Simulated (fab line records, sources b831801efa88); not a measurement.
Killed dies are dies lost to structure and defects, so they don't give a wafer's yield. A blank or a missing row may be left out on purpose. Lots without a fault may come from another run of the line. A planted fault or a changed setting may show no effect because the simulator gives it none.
Chamber matching | flow sky130 | SKY_VIA3_ETCH_15 on rie_diel-01: 4 sister chambers
The step etches SiO2 in C4F8/O2/Ar, stops on TiN, target depth 507 nm, time 78 s. 22 wafers are shown with their chamber, then 11 later ones without.

WAFERS WITH THEIR CHAMBER
wafer  | chamber | oes_product_au (a.u.)
L077.1 | 0       | 0.951
L077.2 | 3       | 0.951
L077.5 | 1       | 0.936
L078.1 | 1       | 0.939
L078.2 | 0       | 0.940
L078.3 | 2       | 0.942
L078.4 | 3       | 0.956
L078.5 | 1       | 0.943
L078.6 | 0       | 0.948
L079.1 | 0       | 0.949
L079.2 | 1       | 0.947
L079.6 | 2       | 0.948
L085.1 | 3       | 0.945
L085.5 | 3       | 0.943
L085.6 | 0       | 0.939
L087.1 | 0       | 0.947
L087.3 | 2       | 0.945
L087.4 | 3       | 0.946
L091.1 | 0       | 0.953
L091.2 | 1       | 0.946
L091.5 | 0       | 0.948
L093.3 | 3       | 0.950

SIGNATURES (means of the wafers above)
reading        | chamber 0 | chamber 1 | chamber 2 | chamber 3 | scatter within a chamber
oes_product_au | 0.94687   | 0.94220   | 0.94500   | 0.94850   | 0.00465
Rule: a wafer's distance from a chamber is the root of the sum, over the readings, of the square of ((its reading less the chamber's mean) divided by the reading's scatter). The wafer belongs to the nearest chamber; if the next one is less than 2 further off, it can't be placed. The scatter: the root of (the sum of the squares of (reading less its chamber's mean) over the shown wafers, divided by (wafers less chambers)).

WAFERS WITHOUT THEIR CHAMBER
wafer  | oes_product_au (a.u.)
L093.5 | 0.946
L093.6 | 0.954
L095.2 | 0.948
L095.3 | 0.943
L095.4 | 0.945
L097.1 | 0.951
L097.2 | 0.954
L097.3 | 0.939
L097.4 | 0.955
L097.5 | 0.946
L097.6 | 0.948

WHICH CHAMBER EACH WENT THROUGH
wafer  | from the rows above               | in truth
L093.5 | can't be placed: 0 or 2 or 3 or 1 | 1
L093.6 | can't be placed: 3 or 0 or 2 or 1 | 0
L095.2 | can't be placed: 3 or 0 or 2 or 1 | 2
L095.3 | can't be placed: 1 or 2 or 0 or 3 | 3
L095.4 | can't be placed: 2 or 0 or 1 or 3 | 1
L097.1 | can't be placed: 3 or 0 or 2 or 1 | 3
L097.2 | can't be placed: 3 or 0 or 2 or 1 | 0
L097.3 | can't be placed: 1 or 2 or 0 or 3 | 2
L097.4 | can't be placed: 3 or 0 or 2 or 1 | 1
L097.5 | can't be placed: 0 or 2 or 3 or 1 | 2
L097.6 | can't be placed: 3 or 0 or 2 or 1 | 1
Placed correctly: 0 of 11. Can't be placed from these rows: 11 (the true chamber is among the candidates in 11). Placed wrongly: 0.
